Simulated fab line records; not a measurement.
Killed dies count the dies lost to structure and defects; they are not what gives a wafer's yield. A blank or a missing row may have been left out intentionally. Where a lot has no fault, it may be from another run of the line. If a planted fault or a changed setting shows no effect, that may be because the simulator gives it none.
Which tool is to blame? | flow gf180mcu | 6 lots, 18 wafers sampled, at 1 step of a route of 602

WHAT EACH GAUGE READ, for each wafer
GF_MIM_THK_MEAS_11: measures by xrf.
lot  | measured     | on           | MIM_ALCU_THK (nm)
L713 | day 24 19:58 | filmMetro-02 | 211.0 205.3 208.8
L715 | day 25 17:53 | filmMetro-01 | 206.3 204.2 203.7
L717 | day 26 04:41 | filmMetro-03 | 204.0 205.9 203.4
L723 | day 28 08:25 | filmMetro-03 | 208.8 208.1 207.9
L726 | day 29 00:49 | filmMetro-02 | 205.5 204.8 205.4
L732 | day 30 15:00 | filmMetro-01 | 208.3 206.7 209.2

EACH LOT AND THE TOOL THAT RAN IT (in order: tool; ch and the chambers of the sampled wafers; start)
The record shows no process step preceding these readings.

THE ANSWER, worked out from the rows above alone
Rule: usual is defined by the lots themselves. The widest of any qualifying gaps counts: lots, ordered by their means at a reading, are off when they make up no more than a third of the lots, leave a main group of 4 or more, and stand apart from it by 3 or more times the standard deviation of that group's means. The tables above print the reading to a certain number of digits; a main group whose means all agree to those digits is not used. A lot without any number at a reading at which 4 lots or more have one is off too. The other lots that the step has rows for count as sound.
None of the lots is off at any reading shown; this tells nothing.

WHAT WAS PUT IN BY THE SIMULATOR
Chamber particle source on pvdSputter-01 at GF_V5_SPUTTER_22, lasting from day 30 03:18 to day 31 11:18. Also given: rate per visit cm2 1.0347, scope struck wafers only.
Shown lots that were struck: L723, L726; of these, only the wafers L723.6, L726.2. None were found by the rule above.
